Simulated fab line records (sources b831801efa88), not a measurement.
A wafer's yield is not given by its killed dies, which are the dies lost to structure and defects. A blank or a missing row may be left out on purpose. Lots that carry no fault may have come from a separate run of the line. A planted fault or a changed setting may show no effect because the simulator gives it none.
The same fault as seen by 2 desks / flow gf180mcu / what lay behind the numbers comes last; until then each desk has only its own

== METROLOGY DESK ==
Lot by lot, what the gauges showed, no matter which tool ran the lot: averages of those sampled wafers that carry a number. Marked OUT: a lot whose mean sits more than 4 standard deviations from the usual mean, which makes it out of limits; the brackets give that distance.
Columns: A = M2_ALCU_RS at GF_M2_RS_MEAS_05, usual 0.0697 ohm/sq
lot=L518; first seen here=day 18 05:31; A=0.0694
lot=L517; first seen here=day 18 06:21; A=0.0704
lot=L519; first seen here=day 18 18:08; A=0.0699
lot=L520; first seen here=day 19 00:02; A=0.0700
lot=L523; first seen here=day 20 06:05; A=0.0697
lot=L528; first seen here=day 22 12:11; A=0.0690
lot=L527; first seen here=day 22 15:50; A=0.0705
lot=L529; first seen here=day 22 19:31; A=0.0684
lot=L530; first seen here=day 23 05:13; A=0.0693
lot=L532; first seen here=day 23 13:28; A=0.0697
lot=L533; first seen here=day 23 18:22; A=0.0710
This desk found nothing out of limits on any of the 11 lots.

== DESK OF THE TOOL OWNER: rie diel-03 ==
The tool's own readings at GF_STI_ETCH_13 (etches the open film in CHF3/O2, stops on Si, target depth 282.31 nm, time 112.9 s): means of the sampled wafers that have a number, for each lot that ran on this tool. Marked OUT: a lot whose mean sits more than 4 standard deviations from the usual mean, which makes it out of limits; the brackets give that distance.
Columns: A = drypump motor current A at GF_STI_ETCH_13, usual 5.7 A; B = oes product au at GF_STI_ETCH_13, usual 0.832 a.u.; C = throttle valve pct at GF_STI_ETCH_13, usual 8.811 %
lot=L517; first seen here=day 2 06:01; A=5.5; B=0.828; C=8.812
lot=L527; first seen here=day 4 10:39; A=5.5; B=0.834; C=8.814
lot=L530; first seen here=day 4 23:27; A=5.6; B=0.822; C=8.803
This desk found nothing out of limits on any of the 3 lots.

== BROUGHT TOGETHER ==
At the metrology desk, nothing out of limits was observed.
Nothing out of limits was seen by the tool owner's desk.

== WHAT WAS PUT IN BY THE SIMULATOR ==
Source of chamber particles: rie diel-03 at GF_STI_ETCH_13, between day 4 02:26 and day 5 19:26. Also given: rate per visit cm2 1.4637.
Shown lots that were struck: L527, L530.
